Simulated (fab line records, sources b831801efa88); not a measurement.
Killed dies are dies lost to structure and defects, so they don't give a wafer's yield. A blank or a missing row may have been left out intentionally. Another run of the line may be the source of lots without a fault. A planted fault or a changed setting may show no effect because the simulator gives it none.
2 desks, one fault ; flow gf180mcu ; only its own numbers are on each desk; what lay behind them is given at the end

== DESK OF THE TOOL OWNER: rieDiel-04 ==
The tool's own readings at GF_HV_LDD_ETCHBACK_58 (etches Si3N4 in CH3F/O2, stops on SiO2, time 100 s, target depth 90 nm): means of the sampled wafers that have a number, for each lot that ran on this tool. A lot is out of limits, marked OUT, if its mean lies more than 4 standard deviations from the usual mean; the brackets give that distance.
Columns: A = drypumpMotorCurrentA at GF_HV_LDD_ETCHBACK_58, usual 5.9 A; B = oesProductAu at GF_HV_LDD_ETCHBACK_58, usual 0.842 a.u.; C = throttleValvePct at GF_HV_LDD_ETCHBACK_58, usual 10.561 %
lot;first seen here;A;B;C
L642;day 12 19:45;5.9;0.837;10.567
L646;day 13 15:17;5.9;0.837;10.558
L648;day 14 17:26;5.9;0.836;10.548
L655;day 16 11:08;5.9;0.842;10.559
L656;day 17 07:29;5.9;0.840;10.559
L664;day 20 00:18;5.9;0.843;10.555
L665;day 20 13:27;5.7;0.834;10.564
This desk's verdict: no lot among the 7 shows anything out of limits.

== FROM THE METROLOGY DESK ==
Means of the sampled wafers that have a number, per lot and without regard to the tool the lot ran on: this is what the gauges read. A lot is out of limits, marked OUT, if its mean lies more than 4 standard deviations from the usual mean; the brackets give that distance.
Columns: A = V4_W_THK at GF_V4_THK_MEAS_25, usual 354 nm
lot;first seen here;A
L642;day 24 14:14;347
L643;day 24 21:19;353
L644;day 24 23:32;362
L646;day 25 11:13;359
L648;day 26 17:38;359
L647;day 26 18:42;359
L653;day 27 23:25;351
L654;day 28 05:42;350
L655;day 28 06:58;355
L656;day 28 23:06;360
L658;day 29 14:30;349
L664;day 31 06:37;355
L663;day 31 06:49;354
L665;day 31 11:45;349
This desk's verdict: no lot among the 14 shows anything out of limits.

== PUT TOGETHER ==
The tool owner's desk saw nothing out of limits.
At the metrology desk, nothing out of limits was observed.

== WHAT HAD BEEN PUT IN BY THE SIMULATOR ==
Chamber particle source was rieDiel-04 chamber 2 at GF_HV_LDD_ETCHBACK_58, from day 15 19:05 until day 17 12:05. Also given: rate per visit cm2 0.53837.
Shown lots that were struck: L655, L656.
